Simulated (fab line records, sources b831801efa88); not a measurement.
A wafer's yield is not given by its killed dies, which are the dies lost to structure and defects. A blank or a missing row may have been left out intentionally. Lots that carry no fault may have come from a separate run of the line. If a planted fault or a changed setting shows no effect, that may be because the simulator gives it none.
Struck lot and sound lot, side by side -- flow sky130 -- 16 out of 708 route steps
Sound: wafers L398.2, L398.4, L398.6. Wafers struck: L390.1, L390.3, L390.5. The cause is named last.
Order at every step that has rows: each side's tool, ch and its chambers, its first start. Under that, the readings that differ: sound wafers -- struck wafers -- difference of the means -- sigmas: that difference in standard deviations of wafers without a fault.
alike: readings whose means differ by less than 2 such deviations, and words and numbers that are the same on both sides. not compared: withheld readings, readings that some wafer has no value for, bounds like >300 that may hide the same value, and numbers for which the record gives no deviation and whose values overlap.
The two part at a step that has a row with sigmas, a row that says differs or no value, or rows on one side only. When numbers do not overlap yet have no deviation, they are printed without sigmas and do not part them. A reading missing from all wafers of one side parts the sides only when that side holds two or more wafers.

first, 2 steps without rows for these wafers: SKY_METAL4_PEB_11; SKY_METAL4_DEVELOP_12 (develop time 60 s).
SKY_METAL4_CD_MEAS_13: target cd 300 nm.
  struck on cd-sem-02, day 44 03:32; sound on cd-sem-01, day 46 21:43
  alike: cd-nm
SKY_METAL4_OVL_MEAS_14:
  struck on overlay-01, day 44 03:40; sound on overlay-01, day 46 21:50
  alike: METAL4_OVL
then, 1 step without rows for these wafers: SKY_METAL4_DESCUM_15 (chemistry O2, time 8 s).
SKY_METAL4_ETCH_16: etches BARC in N2/H2, stops on SiO2, time 88.2 s, target depth 60 nm.
  sound on rie-metal-01 ch 0, day 46 21:53; struck on rie-metal-04 ch 0,1, day 44 03:43
reading,sound,struck,difference,sigmas
drypump-motor-current-A (A),5.53 5.54 5.53,6.31 6.08 6.07,+0.62,+2
  alike: oes-product-au, throttle-valve-pct
  not compared: rf-hours-counter-h
SKY_METAL4_ETCH_17: etches SiO2 in C4F8/O2/Ar, stops on TiN, time 3.9 s, target depth 15 nm.
  sound on rie-diel-02 ch 0,2, day 46 21:59; struck on rie-diel-02 ch 0,1,3, day 44 03:49
  alike: oes-product-au
  not compared: rf-hours-counter-h
SKY_METAL4_METAL_ETCH_18: etches the open film in Cl2/BCl3, stops on SiO2, target depth 845 nm, time 183.1 s.
  sound on rie-metal-03 ch 0,1, day 46 22:01; struck on rie-metal-03 ch 0,1, day 44 03:50
  alike: drypump-motor-current-A, mfc-cl2-sccm, oes-product-au, throttle-valve-pct
  not compared: rf-hours-counter-h
SKY_METAL4_STRIP_19: strips in O2/N2.
  sound on plasma-asher-04 ch 0,1, day 46 22:11; struck on plasma-asher-04 ch 0,1, day 44 04:01
  alike: drypump-motor-current-A, oes-product-au, strip-time-to-endpoint-s
  not compared: rf-hours-counter-h
then, 3 steps without rows for these wafers: SKY_METAL4_STRIP_20 (strips in post etch residue remover, time 1200 s); SKY_METAL4_CLEAN_21 (cleans in IPA, time 180 s); SKY_METAL4_CLEAN_22 (cleans in O3/DIW).
SKY_VIA4_HDPCVD_00: deposits SiO2, target thk 1750 nm, time 291.7 s.
  sound on hdpcvd-01 ch 0,2, day 46 22:52; struck on hdpcvd-02 ch 1,2, day 44 04:40
reading,sound,struck,difference,sigmas
model.SiO2_of_VIA4_HDPCVD_00.thk-nm (nm),1764 1769 1796,2807 2783 2809,+1023,
SKY_VIA4_THK_MEAS_01:
  struck on film-metro-02, day 44 04:50; sound on film-metro-03, day 46 23:04
reading,sound,struck,difference,sigmas
VIA4_HDPCVD_THK (nm),1765 1770 1795,2807 2783 2809,+1023,+51
SKY_VIA4_CMP_02: polishes SiO2.
  sound on cmp-01 ch 1,3, day 46 23:10; struck on cmp-01 ch 1,2,3, day 44 04:57
  alike: edge-zone-pressure-frac, motor-current-A, retaining-ring-pressure-frac
next, for these wafers, 1 step has no rows: SKY_PAD_OPEN_PROBE_99.

WHERE THEY PART
Last at SKY_VIA4_THK_MEAS_01 as far as this record goes, first at SKY_METAL4_ETCH_16. Later steps at which nothing parts them and some readings are alike: SKY_VIA4_CMP_02.

WHY: what had been put in by the simulator
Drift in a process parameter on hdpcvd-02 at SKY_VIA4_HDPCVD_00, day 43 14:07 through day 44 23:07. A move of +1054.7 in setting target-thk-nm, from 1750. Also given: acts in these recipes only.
